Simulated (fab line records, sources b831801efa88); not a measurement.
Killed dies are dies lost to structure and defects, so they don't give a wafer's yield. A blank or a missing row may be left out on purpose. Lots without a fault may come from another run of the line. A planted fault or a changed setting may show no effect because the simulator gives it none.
fab line records | flow sfq_line
record lots=6 wafers=18 last_day=94
route steps=325 shown R5@216 I5@228 C5@240 M6@251
lots that met no fault: from a run of the same line without faults
start_h: hours from the record's first day to the start of the lot's first wafer shown | wait_h: hours since the lot's step before | " the same as in the row above | L1.1+2: a row that stands for several wafers | - no value, or no start given | * or withheld: withheld | < > ~ a bound
route shown NAME@n: a module of which the file shows steps, and the number in the route of the first | usual: mean/standard deviation of fault-free wafers | same: alike in all rows | chamber/n: place in a boat | sites: the reading at each site | _std_site: their standard deviation | _edge_site: outer sites' mean less inner sites' | radius_mm: how far each site lies from the wafer's centre | mask NAME#n: copy n | behind: the tool/chamber that last shaped the wafer | hold: why the lot was held/for how many hours/how that ended | device: the transistor (n, p or np) that didn't switch | end of line: the same wafers' tests at the end of the route | a step without rows: its recipe alone | killed: dies lost to structure and defects at the first sort, not the wafer's yield | map: a wafer's dies, x killed, . not, _ none there
set.NAME: the setting as run; set.NAME@STEP: as run at that earlier step | model.NAME: the simulator's own value behind a step, which no gauge read
lots at some steps of the route; a table a step, a row a wafer
services: from which hour (start_h, from the record's first day; less than 0 if before it) a tool's chamber was out of use, for how many hours, and why
## steps
# step SFQ_R5_THK_MEAS_934
# recipe thk_meas_gauge=xrf reads=MoNx_of_TRILAYER_R5_DEP_SPUTTER_133
# usual R5_MONX_THK=39.6/0.5
# columns lot.wafer tool chamber start_h wait_h R5_MONX_THK[nm]
L846.1 film_metro-03 - 1297.72 0.1 39.6
L846.2 " - " " 40.0
L846.4 " - " " 40.4
L853.1 film_metro-04 - 1399.34 0.1 40.2
L853.2 " - " " 40.0
L853.3 " - " " 40.1
L854.3 film_metro-03 - 1402.36 0.1 39.1
L854.4 " - " " 39.3
L854.6 " - " " 39.8
L855.1 film_metro-04 - 1416.06 0.1 39.6
L855.3 " - " " 40.1
L855.5 " - " " 39.9
L863.3 film_metro-03 - 1460.00 0.1 39.3
L863.5 " - " " 39.2
L863.6 " - " " 39.6
L864.2 film_metro-02 - 1467.32 0.1 40.1
L864.3 " - " " 39.7
L864.4 " - " " 39.6
# step SFQ_TRILAYER_R5_LITHO_COAT_141
# recipe resist=BARC spin_rpm=3000 resist_thk_nm=62
# step SFQ_TRILAYER_R5_LITHO_COAT_136
# recipe resist=KrF spin_rpm=3000 resist_thk_nm=600
# step SFQ_TRILAYER_R5_LITHO_SOFTBAKE_140
# recipe temp_c=withheld time_s=withheld resist=KrF
# step SFQ_TRILAYER_R5_LITHO_EXPOSE_137
# recipe mask_id=R5 na=0.6 source_shape=conventional sigma_outer=0.65 target_cd_nm=500 dose_mj=14.4
# step SFQ_TRILAYER_R5_LITHO_PEB_139
# recipe peb_temp_c=115 peb_time_s=60 resist=KrF
# step SFQ_TRILAYER_R5_LITHO_DEVELOP_138
# recipe time_s=60 resist=KrF
# step SFQ_R5_OVL_MEAS_935
# usual R5_OVL=0/5.7
# columns lot.wafer tool chamber start_h wait_h R5_OVL[nm]
L846.1 overlay-02 - 1435.90 0.1 1
L846.2 " - " " 3
L846.4 " - " " -2
L853.1 overlay-02 - 1534.29 0.1 -2
L853.2 " - " " -3
L853.3 " - " " -7
L854.3 overlay-01 - 1540.30 0.1 -9
L854.4 " - " " 0
L854.6 " - " " -13
L855.1 overlay-02 - 1549.89 0.1 6
L855.3 " - " " 3
L855.5 " - " " 1
L863.3 overlay-01 - 1596.83 0.1 -3
L863.5 " - " " -2
L863.6 " - " " -5
L864.2 overlay-02 - 1604.02 0.1 3
L864.3 " - " " 3
L864.4 " - " " 1
# step SFQ_TRILAYER_R5_BARC_OPEN_METAL_ETCH_177
# recipe mask_material=PR chemistry=O2 target_depth_nm=125 target=BARC icp_w=600 bias_w=80 pressure_mtorr=10 time_s=41.7
# step SFQ_TRILAYER_R5_ETCH_METAL_ETCH_139
# recipe stop_on=SiO2 mask_material=PR chemistry=Cl2 target_depth_nm=60 icp_w=600 bias_w=80 pressure_mtorr=10 time_s=40
# usual bias_w=79.97/0.25 drypump_motor_current_A=5.5/0.61 oes_product_au=0.990/0.0058
# same time_s=40
# columns lot.wafer tool chamber start_h wait_h bias_w drypump_motor_current_A oes_product_au rf_hours_counter_h
L846.1 rie_metal-02 0 1435.99 0.0 80.06 4.7 0.989 93
L846.2 " 1 " " 79.62 5.2 0.991 72
L846.4 " 0 " " 79.86 4.6 0.978 -
L853.1 rie_metal-02 1 1534.39 0.0 80.15 5.2 0.989 86
L853.2 " 0 " " 79.93 4.7 0.988 106
L853.3 " 1 " " 80.34 5.2 0.992 -
L854.3 rie_metal-03 0 1540.41 0.0 80.22 5.9 0.995 -
L854.4 " 1 " " 79.91 5.7 0.988 -
L854.6 " 1 " " 79.90 5.7 0.995 -
L855.1 rie_metal-04 1 1549.99 0.0 80.19 6.6 0.983 25
L855.3 " 0 " " 79.77 5.6 0.994 -
L855.5 " 0 " " 79.61 5.6 0.997 -
L863.3 rie_metal-02 0 1596.93 0.0 80.32 4.6 0.991 -
L863.5 " 0 " " 80.25 4.6 0.983 -
L863.6 " 1 " " 80.15 5.3 0.985 -
L864.2 rie_metal-02 0 1604.11 0.0 80.02 4.6 0.987 115
L864.3 " 0 " " 79.43 4.6 0.981 -
L864.4 " 1 " " 79.56 5.3 0.988 -
# step SFQ_TRILAYER_R5_STRIP_STRIP_140
# recipe gas=O2 power_w=200 platen_temp_c=40 overash_fraction=0.65 chemistry=O2 pressure_mtorr=50
# usual drypump_motor_current_A=5.5/0.61 oes_product_au=1.000/0.0098
# columns lot.wafer tool chamber start_h wait_h drypump_motor_current_A oes_product_au rf_hours_counter_h
L846.1 rie_metal-02 0 1436.05 0.0 4.6 1.002 93
L846.2 " 1 " " 5.3 1.010 72
L846.4 " 0 " " 4.7 1.003 -
L853.1 rie_metal-02 1 1534.45 0.0 5.2 1.014 86
L853.2 " 0 " " 4.6 0.997 107
L853.3 " 1 " " 5.2 0.996 -
L854.3 rie_metal-03 0 1540.65 0.2 5.9 1.010 -
L854.4 " 1 " " 5.7 0.985 -
L854.6 " 1 " " 5.7 0.998 -
L855.1 rie_metal-04 1 1550.05 0.0 6.6 0.989 25
L855.3 " 0 " " 5.6 1.005 -
L855.5 " 0 " " 5.6 1.015 -
L863.3 rie_metal-02 0 1597.17 0.2 4.6 0.994 -
L863.5 " 0 " " 4.6 0.998 -
L863.6 " 1 " " 5.2 0.994 -
L864.2 rie_metal-02 0 1604.17 0.0 4.6 1.000 115
L864.3 " 0 " " 4.6 1.007 -
L864.4 " 1 " " 5.3 0.984 -
# step SFQ_TRILAYER_R5_STRIP_SOLV_CLEAN_141
# recipe chemistry=NMP temp_c=70 time_s=600
# step SFQ_TRILAYER_A5C_DEP_PECVD_142
# recipe material=SiO2 temp_c=150 time_s=15.556 pressure_torr=2.4 rf_w=183.3 precursor=SiH4/N2O target_thk_nm=70
# usual heater_power_outer_w=29/9.3 heater_power_w=84/17 throttle_valve_pct=24.7/2
# same time_s=15.556
# columns lot.wafer tool chamber start_h wait_h heater_power_outer_w heater_power_w throttle_valve_pct
L846.1 pecvd-04 0 1436.86 0.0 39 116 23.8
L846.2 " 2 " " 22 68 22.8
L846.4 " 0 " " 40 117 23.8
L853.1 pecvd-04 2 1535.22 0.0 24 70 23.1
L853.2 " 0 " " 32 104 24.4
L853.3 " 1 " " 33 78 22.9
L853.1 pecvd-04 2 1535.41 0.2 24 70 23.0
L853.2 " 0 " " 31 102 24.1
L853.3 " 1 " " 33 80 22.8
L854.3 pecvd-04 2 1541.22 0.0 23 65 23.1
L854.4 " 0 " " 40 112 24.3
L854.6 " 1 " " 34 84 22.5
L855.1 pecvd-04 2 1550.82 0.0 21 66 23.0
L855.3 " 0 " " 32 105 24.3
L855.5 " 2 " " 21 64 23.1
L855.1 pecvd-04 2 1551.01 0.2 21 66 22.9
L855.3 " 0 " " 32 103 24.3
L855.5 " 2 " " 21 65 23.1
L863.3 pecvd-03 0 1597.92 0.0 44 109 27.4
L863.5 " 0 " " 46 109 27.4
L863.6 " 2 " " 30 88 24.9
L864.2 pecvd-02 2 1605.12 0.0 13 55 24.8
L864.3 " 0 " " 21 72 25.1
L864.4 " 2 " " 13 56 25.0
# step SFQ_TRILAYER_I5_LITHO_COAT_149
# recipe resist=BARC spin_rpm=3000 resist_thk_nm=62
# step SFQ_TRILAYER_I5_LITHO_COAT_144
# recipe resist=KrF spin_rpm=3000 resist_thk_nm=650
# step SFQ_TRILAYER_I5_LITHO_SOFTBAKE_148
# recipe temp_c=withheld time_s=withheld resist=KrF
# step SFQ_TRILAYER_I5_LITHO_EXPOSE_145
# recipe mask_id=I5 na=0.6 source_shape=conventional sigma_outer=0.65 target_cd_nm=700 dose_mj=21.3
# step SFQ_TRILAYER_I5_LITHO_PEB_147
# recipe peb_temp_c=115 peb_time_s=60 resist=KrF
# step SFQ_TRILAYER_I5_LITHO_DEVELOP_146
# recipe time_s=60 resist=KrF
# step SFQ_I5_OVL_MEAS_936
# usual I5_OVL=-3/5.3
# columns lot.wafer tool chamber start_h wait_h I5_OVL[nm]
L846.1 overlay-01 - 1581.22 0.1 -6
L846.2 " - " " -9
L846.4 " - " " -14
L853.1 overlay-02 - 1664.33 0.1 9
L853.2 " - " " 8
L853.3 " - " " 9
L854.3 overlay-01 - 1670.34 0.1 -3
L854.4 " - " " -1
L854.6 " - " " -3
L855.1 overlay-01 - 1679.93 0.1 -10
L855.3 " - " " -14
L855.5 " - " " -9
L863.3 overlay-02 - 1727.94 0.1 -5
L863.5 " - " " 2
L863.6 " - " " 1
L864.2 overlay-01 - 1735.13 0.1 2
L864.3 " - " " 2
L864.4 " - " " 1
# step SFQ_TRILAYER_I5_BARC_OPEN_VIA_ETCH_200
# recipe mask_material=PR chemistry=O2 target_depth_nm=125 target=BARC source_w=500 bias_w=80 pressure_mtorr=30 time_s=41.7
# usual bias_w=80.01/0.26 drypump_motor_current_A=5.6/0.39 oes_product_au=0.685/0.0047
# same time_s=41.7
# columns lot.wafer tool chamber start_h wait_h bias_w drypump_motor_current_A oes_product_au rf_hours_counter_h
L846.1 rie_diel-02 0 1581.25 0.0 80.24 5.7 0.684 5
L846.2 " 3 " " 80.36 5.2 0.685 11
L846.4 " 3 " " 80.26 5.2 0.681 -
L853.1 rie_diel-04 2 1664.36 0.0 79.97 6.0 0.694 12
L853.2 " 1 " " 80.44 5.1 0.687 9
L853.3 " 0 " " 80.01 5.0 0.682 14
L854.3 rie_diel-03 1 1670.36 0.0 80.36 5.8 0.688 15
L854.4 " 0 " " 80.41 5.9 0.680 7
L854.6 " 2 " " 80.74 5.6 0.675 -
L855.1 rie_diel-04 1 1679.96 0.0 79.80 5.1 0.683 10
L855.3 " 2 " " 80.13 6.0 0.683 12
L855.5 " 1 " " 79.99 5.1 0.680 -
L863.3 rie_diel-02 2 1727.96 0.0 79.75 6.3 0.694 14
L863.5 " 2 " " 79.76 6.3 0.686 -
L863.6 " 1 " " 80.09 5.5 0.678 -
L864.2 rie_diel-02 3 1735.16 0.0 80.19 5.2 0.684 14
L864.3 " 1 " " 79.83 5.5 0.692 17
L864.4 " 0 " " 79.83 5.7 0.683 7
# step SFQ_TRILAYER_I5_ETCH_VIA_ETCH_147
# recipe stop_on=Nb mask_material=PR chemistry=CHF3 target_depth_nm=360 source_w=500 bias_w=80 pressure_mtorr=30 time_s=withheld
# step SFQ_TRILAYER_I5_STRIP_STRIP_148
# recipe gas=O2 power_w=200 platen_temp_c=40 overash_fraction=0.65 chemistry=O2 pressure_mtorr=50
# usual drypump_motor_current_A=5.8/0.61 oes_product_au=0.999/0.0079
# columns lot.wafer tool chamber start_h wait_h drypump_motor_current_A oes_product_au rf_hours_counter_h
L846.1 rie_metal-01 0 1581.44 - 6.5 0.997 96
L846.2 " 1 " " 6.2 0.983 107
L846.4 " 0 " " 6.6 0.995 -
L853.1 rie_metal-03 1 1664.55 - 5.7 0.994 91
L853.2 " 1 " " 5.7 0.988 -
L853.3 " 1 " " 5.7 0.997 -
L854.3 rie_metal-02 1 1670.95 - 5.2 0.988 -
L854.4 " 1 " " 5.2 0.991 -
L854.6 " 1 " " 5.3 0.994 -
L855.1 rie_metal-03 0 1680.15 - 5.9 1.010 61
L855.3 " 0 " " 5.9 1.000 -
L855.5 " 1 " " 5.7 0.994 -
L863.3 rie_metal-01 0 1728.55 - 6.6 1.003 -
L863.5 " 0 " " 6.6 0.996 -
L863.6 " 0 " " 6.5 1.004 -
L864.2 rie_metal-02 0 1735.35 - 4.7 1.001 6
L864.3 " 1 " " 5.2 0.997 -
L864.4 " 0 " " 4.6 0.998 -
# step SFQ_TRILAYER_I5_STRIP_SOLV_CLEAN_149
# recipe chemistry=NMP temp_c=70 time_s=600
# step SFQ_TRILAYER_C5_LITHO_COAT_156
# recipe resist=BARC spin_rpm=3000 resist_thk_nm=62
# step SFQ_TRILAYER_C5_LITHO_COAT_151
# recipe resist=KrF spin_rpm=3000 resist_thk_nm=650
# step SFQ_TRILAYER_C5_LITHO_SOFTBAKE_155
# recipe temp_c=withheld time_s=withheld resist=KrF
# step SFQ_TRILAYER_C5_LITHO_EXPOSE_152
# recipe mask_id=C5 na=0.6 source_shape=conventional sigma_outer=0.65 target_cd_nm=500 dose_mj=21.3
# step SFQ_TRILAYER_C5_LITHO_PEB_154
# recipe peb_temp_c=115 peb_time_s=60 resist=KrF
# step SFQ_TRILAYER_C5_LITHO_DEVELOP_153
# recipe time_s=60 resist=KrF
# step SFQ_C5_OVL_MEAS_937
# usual C5_OVL=1/5.3
# columns lot.wafer tool chamber start_h wait_h C5_OVL[nm]
L846.1 overlay-01 - 1715.93 0.1 -3
L846.2 " - " " 4
L846.4 " - " " 3
L853.1 overlay-01 - 1785.65 0.1 -1
L853.2 " - " " 3
L853.3 " - " " -2
L854.3 overlay-02 - 1790.46 0.1 3
L854.4 " - " " 4
L854.6 " - " " -1
L855.1 overlay-01 - 1796.45 0.1 0
L855.3 " - " " 0
L855.5 " - " " -8
L863.3 overlay-01 - 1847.17 0.1 -5
L863.5 " - " " 2
L863.6 " - " " 1
L864.2 overlay-02 - 1854.37 0.1 -8
L864.3 " - " " -9
L864.4 " - " " -9
# step SFQ_TRILAYER_C5_BARC_OPEN_VIA_ETCH_210
# recipe mask_material=PR chemistry=O2 target_depth_nm=125 target=BARC source_w=500 bias_w=80 pressure_mtorr=30 time_s=41.7
# step SFQ_TRILAYER_C5_ETCH_VIA_ETCH_154
# recipe target=SiO2 mask_material=PR chemistry=CHF3 target_depth_nm=84 source_w=500 bias_w=80 pressure_mtorr=30 time_s=withheld stop_on=Nb
# usual bias_w=80.04/0.23 drypump_motor_current_A=5.6/0.39 oes_product_au=0.895/0.008
# columns lot.wafer tool chamber start_h wait_h bias_w drypump_motor_current_A oes_product_au model.etch.depth_nm model.C5.feature_depth_nm
L846.1 rie_diel-02 1 1716.00 0.0 79.59 5.5 0.894 69.46 69.46
L846.2 " 0 " " 80.20 5.6 0.883 69.02 69.02
L846.4 " 3 " " 80.36 5.2 0.896 70.36 70.36
L853.1 rie_diel-04 2 1785.73 0.0 80.08 6.0 0.998 85.14 85.14
L853.2 " 0 " " 79.44 5.0 1.015 84.55 84.55
L853.3 " 1 " " 79.89 5.1 1.003 84 84
L854.3 rie_diel-02 3 1790.53 0.0 80.43 5.2 0.898 70.26 70.26
L854.4 " 0 " " 80.38 5.6 0.911 71.72 71.72
L854.6 " 3 " " 80.45 5.2 0.889 69.91 69.91
L855.1 rie_diel-01 0 1796.53 0.0 80.26 5.2 0.990 82.76 82.76
L855.3 " 3 " " 80.00 5.9 0.995 83.43 83.43
L855.5 " 3 " " 80.12 5.8 1.001 83.78 83.78
L863.3 rie_diel-02 0 1847.24 0.0 80.23 5.7 0.894 69.6 69.6
L863.5 " 0 " " 80.36 5.7 0.902 71 71
L863.6 " 3 " " 79.74 5.2 0.898 70.72 70.72
L864.2 rie_diel-04 2 1854.44 0.0 80.16 6.0 0.890 68.76 68.76
L864.3 " 1 " " 79.91 5.2 0.895 69.95 69.95
L864.4 " 1 " " 79.82 5.2 0.895 69.82 69.82
# step SFQ_TRILAYER_C5_STRIP_STRIP_155
# recipe gas=O2 power_w=200 platen_temp_c=40 overash_fraction=0.65 chemistry=O2 pressure_mtorr=50
# usual drypump_motor_current_A=5.7/0.73 oes_product_au=0.999/0.011
# columns lot.wafer tool chamber start_h wait_h drypump_motor_current_A oes_product_au rf_hours_counter_h
L846.1 rie_metal-01 0 1716.05 - 6.5 1.000 111
L846.2 " 0 " " 6.5 1.000 -
L846.4 " 0 " " 6.6 1.004 -
L853.1 rie_metal-02 0 1785.77 - 4.6 0.991 13
L853.2 " 1 " " 5.3 0.995 117
L853.3 " 1 " " 5.2 0.983 -
L854.3 rie_metal-01 0 1790.77 - 6.6 1.002 -
L854.4 " 1 " " 6.2 0.989 -
L854.6 " 1 " " 6.2 0.982 -
L855.1 rie_metal-04 1 1796.57 - 6.6 0.997 54
L855.3 " 0 " " 5.6 1.021 -
L855.5 " 1 " " 6.6 0.983 -
L863.3 rie_metal-01 0 1847.48 - 6.6 1.015 -
L863.5 " 1 " " 6.2 0.996 -
L863.6 " 1 " " 6.2 0.992 -
L864.2 rie_metal-02 1 1854.48 - 5.3 0.987 2
L864.3 " 0 " " 4.6 1.006 -
L864.4 " 1 " " 5.3 0.981 -
# step SFQ_TRILAYER_C5_STRIP_SOLV_CLEAN_156
# recipe chemistry=NMP temp_c=70 time_s=600
# step SFQ_TRILAYER_M6_DEP_PRE_CLEAN_158
# recipe gas=Ar time_s=22.5 bias_v=250
# same time_s=22.5
# columns lot.wafer tool chamber start_h wait_h model.SiO2_of_TRILAYER_A5C_DEP_PECVD_142.thk_nm
L846.1 pvd_sputter-05 - 1717.42 0.0 61.96
L846.2 " - " " 61.52
L846.4 " - " " 62.86
L853.1 pvd_sputter-05 - 1786.55 0.0 132.3
L853.2 " - " " 131.6
L853.3 " - " " 129.8
L854.3 pvd_sputter-04 - 1791.37 0.0 62.76
L854.4 " - " " 64.22
L854.6 " - " " 62.41
L855.1 pvd_sputter-03 - 1797.35 0.0 131.5
L855.3 " - " " 132.9
L855.5 " - " " 134.6
L863.3 pvd_sputter-04 - 1848.27 0.0 62.1
L863.5 " - " " 63.5
L863.6 " - " " 63.22
L864.2 pvd_sputter-04 - 1855.26 0.0 61.26
L864.3 " - " " 62.45
L864.4 " - " " 62.32
# step SFQ_TRILAYER_M6_DEP_SPUTTER_157
# recipe material=Nb base_pressure_pa=1.33e-06 chamber_pressure_pa=0.1333 substrate_temp_c=20 target_thk_nm=200 power_w=2000 time_s=133.3
## services
# columns tool chamber start_h hours kind
rie_diel-04 1 1425.31 4.0 repair
pecvd-04 - 1428.49 1.1 repair
rie_metal-01 0 1479.74 1.8 repair
rie_diel-04 - 1492.15 16.8 repair
rie_diel-04 - 1499.70 0.8 repair
pecvd-04 2 1505.31 5.3 repair
rie_diel-04 - 1516.00 2.0 repair
rie_diel-02 1 1520.11 5.3 repair
rie_diel-04 3 1555.05 2.7 repair
rie_metal-01 - 1565.83 2.4 repair
rie_diel-02 2 1578.55 7.3 repair
rie_diel-04 - 1600.32 3.9 repair
rie_metal-02 - 1605.64 0.6 repair
rie_diel-04 - 1614.11 0.1 repair
rie_metal-01 1 1624.91 4.8 repair
rie_diel-02 - 1674.39 2.9 repair
pecvd-04 - 1704.22 14.6 pm
rie_diel-02 0 1709.52 3.2 repair
pecvd-04 - 1718.82 2.8 pm
rie_diel-02 2 1746.08 30.8 repair
rie_metal-01 0 1771.21 19.0 repair
rie_diel-02 1 1795.71 11.5 repair
rie_metal-02 - 1810.71 0.4 repair
rie_diel-02 3 1844.86 1.4 repair
## key
first_sign step=SFQ_TRILAYER_A5C_DEP_PECVD_142 reading=visit direction=added
effect step=SFQ_TRILAYER_C5_ETCH_VIA_ETCH_154 reading=oes_product_au direction=up sigmas=13 usual=0.895 struck=1.000
model_effect step=SFQ_TRILAYER_C5_ETCH_VIA_ETCH_154 value=etch.depth_nm without=69.74 struck=83.94
model_effect step=SFQ_TRILAYER_M6_DEP_PRE_CLEAN_158 value=SiO2_of_TRILAYER_A5C_DEP_PECVD_142.thk_nm without=62.24 struck=132.1
met_at SFQ_TRILAYER_A5C_DEP_PECVD_142
struck_wafers L853.1,L853.2,L853.3,L855.1,L855.3,L855.5
fault kind=repeated_step_whole tool=pecvd-02,pecvd-03,pecvd-04 chamber=- onset_h=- steps=SFQ_TRILAYER_A5C_DEP_PECVD_142 times=1 scope=struck_lots_only
